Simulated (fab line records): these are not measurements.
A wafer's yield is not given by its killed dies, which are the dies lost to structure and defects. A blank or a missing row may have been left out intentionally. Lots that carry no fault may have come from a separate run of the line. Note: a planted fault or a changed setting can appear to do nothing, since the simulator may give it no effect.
Check for tools in common | flow sky130 | 12 lots and 36 wafers in the sample

== THE REASON FOR OPENING IT ==
1 of 12 lots carry a flag on the reading POLY_GATE_TW at SKY_RES_PROTECT_TW_MEAS_08. No-fault wafers: 4058, standard deviation 44.
Rule: flag the lot when none of its wafers has a number, or when each of its wafers that has one lies beyond 4 standard deviations from that mean. The other lots count as sound.

lot  | measured     | on           | POLY_GATE_TW, wafer by wafer | flag
L681 | day 15 00:44 | filmMetro-03 | 4016 4006 4002               | 
L683 | day 15 21:18 | filmMetro-04 | 4090 4131 4116               | 
L684 | day 17 03:35 | filmMetro-03 | 4040 4015 4036               | 
L686 | day 17 21:40 | filmMetro-03 | 4033 4043 4029               | 
L688 | day 18 00:02 | filmMetro-01 | 4043 4017 4023               | 
L687 | day 18 04:29 | filmMetro-04 | 4081 4081 4083               | 
L691 | day 19 07:11 | filmMetro-04 | 4091 4097 4106               | 
L690 | day 19 07:29 | filmMetro-03 | 3993 3971 3989               | 
L692 | day 19 07:40 | filmMetro-01 | 30 30 30                     | FLAGGED
L697 | day 21 11:37 | filmMetro-04 | 4131 4102 4093               | 
L702 | day 22 21:57 | filmMetro-01 | 4001 4014 4005               | 
L703 | day 23 00:44 | filmMetro-04 | 4099 4093 4098               | 
The numbers of the flagged lots are 30 on average: -4028 against the usual, or -92 standard deviations.

== WHICH TOOL EACH LOT WENT THROUGH ==
The record holds 2 process steps before the reading, out of a route of 708 steps. Every cell lists first the tool, next ch and the chambers used by the sampled wafers, and last the start.
lot  | flag    | SKY_GATE_OXIDE_STRIP_13             | SKY_RES_PROTECT_EXPOSE_04
L681 |         | plasmaAsher-03 ch 0,1, day 13 19:29 | ilineStepper-01 ch 0, day 14 11:08
L683 |         | plasmaAsher-04 ch 0,1, day 14 14:20 | ilineStepper-01 ch 0, day 15 07:34
L684 |         | plasmaAsher-03 ch 0,1, day 15 20:26 | ilineStepper-01 ch 0, day 16 13:29
L686 |         | plasmaAsher-04 ch 0,1, day 16 10:00 | ilineStepper-01 ch 0, day 17 06:50
L688 |         | plasmaAsher-04 ch 0,1, day 16 13:56 | ilineStepper-02 ch 0, day 17 09:47
L687 |         | plasmaAsher-03 ch 0,1, day 16 18:44 | ilineStepper-02 ch 0, day 17 13:45
L691 |         | plasmaAsher-01 ch 0,1, day 17 21:37 | ilineStepper-01 ch 0, day 18 15:46
L690 |         | plasmaAsher-04 ch 0,1, day 17 21:54 | ilineStepper-01 ch 0, day 18 16:00
L692 | FLAGGED | plasmaAsher-03 ch 0,1, day 17 22:02 | ilineStepper-01 ch 0, day 18 16:16
L697 |         | plasmaAsher-01 ch 0,1, day 20 02:13 | ilineStepper-01 ch 0, day 20 20:10
L702 |         | plasmaAsher-04 ch 0,1, day 21 12:39 | ilineStepper-01 ch 0, day 22 07:10
L703 |         | plasmaAsher-03 ch 0,1, day 21 14:57 | ilineStepper-01 ch 0, day 22 09:57
What is done by these steps:
- SKY_GATE_OXIDE_STRIP_13: strips in O2/N2.
- SKY_RES_PROTECT_EXPOSE_04: exposes mask RPM, target cd 1270 nm.
- SKY_RES_PROTECT_TW_MEAS_08

== FLAGGED OVER TOTAL, TOOL BY TOOL (the gauges that took the reading come last) ==
step                       | tool            | lots run | flagged | share of the flagged lots | sound lots run after its first flagged lot
SKY_GATE_OXIDE_STRIP_13    | plasmaAsher-01  | 2        | 0       | none                      | -
SKY_GATE_OXIDE_STRIP_13    | plasmaAsher-03  | 5        | 1       | all                       | 1 (L703)
SKY_GATE_OXIDE_STRIP_13    | plasmaAsher-04  | 5        | 0       | none                      | -
SKY_RES_PROTECT_EXPOSE_04  | ilineStepper-01 | 10       | 1       | all                       | 3 (L697,L702,L703)
SKY_RES_PROTECT_EXPOSE_04  | ilineStepper-02 | 2        | 0       | none                      | -
SKY_RES_PROTECT_TW_MEAS_08 | filmMetro-01    | 3        | 1       | all                       | 1 (L702)
SKY_RES_PROTECT_TW_MEAS_08 | filmMetro-03    | 4        | 0       | none                      | -
SKY_RES_PROTECT_TW_MEAS_08 | filmMetro-04    | 5        | 0       | none                      | -

== THE TABLE: WHAT IT ALLOWS ==
Every flagged lot was run by 3 rows of the table: plasmaAsher-03 at SKY_GATE_OXIDE_STRIP_13, ilineStepper-01 at SKY_RES_PROTECT_EXPOSE_04 and filmMetro-01 at SKY_RES_PROTECT_TW_MEAS_08.
- plasmaAsher-03 at SKY_GATE_OXIDE_STRIP_13 ran 5 lots, 1 of them flagged. Sound lots ran on it after the first flagged one (L703), which a lasting fault on the whole tool wouldn't allow.
- ilineStepper-01 at SKY_RES_PROTECT_EXPOSE_04 ran 10 lots, 1 of them flagged. Sound lots ran on it after the first flagged one (L697, L702, L703), which a lasting fault on the whole tool wouldn't allow.
- filmMetro-01 at SKY_RES_PROTECT_TW_MEAS_08 ran 3 lots, 1 of them flagged. Sound lots ran on it after the first flagged one (L702), which a lasting fault on the whole tool wouldn't allow.
There is no row in the table that ran each flagged lot and no sound lot after the first.

== WHAT WAS PUT IN BY THE SIMULATOR ==
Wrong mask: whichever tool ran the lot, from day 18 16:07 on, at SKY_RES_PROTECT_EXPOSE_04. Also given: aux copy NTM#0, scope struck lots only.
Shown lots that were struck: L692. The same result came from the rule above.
